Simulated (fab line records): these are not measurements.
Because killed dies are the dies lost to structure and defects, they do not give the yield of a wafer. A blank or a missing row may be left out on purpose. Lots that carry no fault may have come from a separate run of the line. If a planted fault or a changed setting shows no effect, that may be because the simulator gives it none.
Struck lot and sound lot, side by side	flow sky130	23 out of 708 route steps
Sound: the wafers L797.3, L797.5, L797.6. Wafers L786.3, L786.4, L786.6 were the ones struck. Last of all comes the cause.
At each step with rows: each side's tool, then ch and its chambers, then its first start. Under that, the readings that differ: sound wafers	struck wafers	difference of the means	sigmas: that difference in standard deviations of wafers without a fault.
alike: same words and numbers on both sides, and readings whose means sit less than 2 such deviations apart. not compared: any withheld reading, any reading some wafer has no value for, any bound like >300 that may hide the same value, and any number with overlapping values for which the record gives no deviation.
A row with sigmas, a row that says differs or no value, or rows on one side alone: a step with any of these is where the two part. Numbers that don't overlap but have no deviation are shown without sigmas and don't part them. Lack of a reading on every wafer of one side parts them only where that side has two or more wafers.

first, 1 step without rows for these wafers: SKY_SONOS_TUNNEL_STRIP_11 (strips in SPM, time 600 s).
SKY_SONOS_TUNNEL_TW_MEAS_12:
  sound: film_metro-02 at day 18 01:04; struck: film_metro-01 at day 14 21:04
  alike: SONOS_TUNNEL_TW
then, 2 steps without rows for these wafers: SKY_SONOS_TUNNEL_CLEAN_13 (cleans in dHF, time 20 s); SKY_SONOS_ONO_OXIDATION_00 (stabilise 600 s, purge 300 s, target thk 2.6 nm).
SKY_SONOS_ONO_THK_MEAS_01:
  sound: film_metro-01 at day 18 02:40; struck: film_metro-01 at day 14 23:59
  alike: SONOS_ONO_OXIDATION_THK
then, 1 step without rows for these wafers: SKY_SONOS_ONO_CVD_02 (deposits Si3N4 from DCS/NH3, target thk 10.5 nm, time 180 s).
SKY_SONOS_ONO_THK_MEAS_03:
  sound: film_metro-02 at day 18 05:08; struck: film_metro-01 at day 15 01:05
  alike: SONOS_ONO_CVD_02_THK
then, 1 step without rows for these wafers: SKY_SONOS_ONO_CVD_04 (deposits SiO2 from SiH4/N2O, target thk 5.7199 nm).
SKY_SONOS_ONO_THK_MEAS_05:
  sound: film_metro-02 at day 18 06:26; struck: film_metro-03 at day 15 02:24
reading	sound	struck	difference	sigmas
SONOS_ONO_CVD_04_THK (nm)	5.83 5.80 5.76	5.63 5.50 5.48	-0.26	-2
then, 3 steps without rows for these wafers: SKY_SONOS_ONO_DEHYDRATE_06 (time 60 s); SKY_SONOS_ONO_HMDS_07 (prime time 60 s); SKY_SONOS_ONO_COAT_08 (resist thk 1140 nm).
SKY_SONOS_ONO_SOFTBAKE_09: time 60 s.
  sound on litho_track-01 ch 0, day 18 20:56; struck on litho_track-03 ch 0, day 15 14:29
reading	sound	struck	difference	sigmas
heater_power_total_W (W)	56.60 56.53 56.53	66.46 66.53 66.55	+9.96	+99 or more
run_length_s (s)	88.97 88.88 89.11	65.94 65.99 65.99	-23.01	-99 or more
then, 2 steps without rows for these wafers: SKY_SONOS_ONO_EXPOSE_10 (exposes mask ONOM, target cd 410 nm); SKY_SONOS_ONO_PEB_11.
SKY_SONOS_ONO_DEVELOP_12: develop time 60 s.
  sound on litho_track-01 ch 0, day 19 11:50; struck on litho_track-03 ch 0, day 16 03:53
reading	sound	struck	difference	sigmas
model.NOVOLAK_of_SONOS_ONO_COAT_08.thk_nm (nm)	1141 1140 1138	1148 1148 1148	+8	
  alike: developer_temp_C
SKY_SONOS_ONO_CD_MEAS_13 targets a cd of 410 nm.
  sound: cd_sem-01 at day 19 11:59; struck: cd_sem-02 at day 16 04:02
  alike: cd_nm
SKY_SONOS_ONO_OVL_MEAS_14:
  sound: overlay-02 at day 19 12:04; struck: overlay-01 at day 16 04:07
  alike: SONOS_ONO_OVL
SKY_SONOS_ONO_ETCH_15: etches the open film in CHF3/O2, target depth 19.52 nm, time 7.8 s.
  sound on rie_diel-02 ch 1,2, day 19 12:05; struck on rie_diel-01 ch 0,1,2, day 16 04:08
reading	sound	struck	difference	sigmas
model.NOVOLAK_of_SONOS_ONO_COAT_08.thk_nm (nm)	1124 1124 1121	1132 1132 1131	+9	
  alike: O2_flow_sccm, drypump_motor_current_A, oes_product_au, throttle_valve_pct
  not compared: rf_hours_counter_h
then, 1 step without rows for these wafers: SKY_SONOS_ONO_WET_ETCH_16 (etches SiO2 in dHF, target depth 14 nm, time 280 s).
SKY_SONOS_ONO_STRIP_17: strips in O2/N2.
  sound on plasma_asher-03 ch 0,1, day 19 12:19; struck on plasma_asher-02 ch 0,1, day 16 04:17
reading	sound	struck	difference	sigmas
strip_time_to_endpoint_s (s)	14.09 14.11 14.06	14.19 14.19 14.18	+0.10	+3
  alike: drypump_motor_current_A, oes_product_au
  not compared: rf_hours_counter_h
then, 1 step without rows for these wafers: SKY_SONOS_ONO_WET_ETCH_18 (etches Si3N4 in H3PO4, target depth 15 nm, time 172 s).
-- here the record skips 33 days between the struck wafers' starts before and after, leaving off in module SONOS_ONO and picking up in module PAD_OPEN (first step shown: number 708 of the route) --
SKY_PAD_OPEN_PROBE_99:
  sound: prober-01 at day 50 20:31; struck: prober-02 at day 49 03:12
reading	sound	struck	difference	sigmas
killed_at_M0_to_M3	42 40 58	36 35 27	-14	-2
  alike: killed_at_M4_up, killed_at_contacts, killed_at_front_end, killed_at_other, killed_dies, killed_open, killed_short

== WHERE THEY PART ==
At SKY_SONOS_ONO_THK_MEAS_05 first; at SKY_PAD_OPEN_PROBE_99 last (within this record only).

WHY: the cause the simulator had injected
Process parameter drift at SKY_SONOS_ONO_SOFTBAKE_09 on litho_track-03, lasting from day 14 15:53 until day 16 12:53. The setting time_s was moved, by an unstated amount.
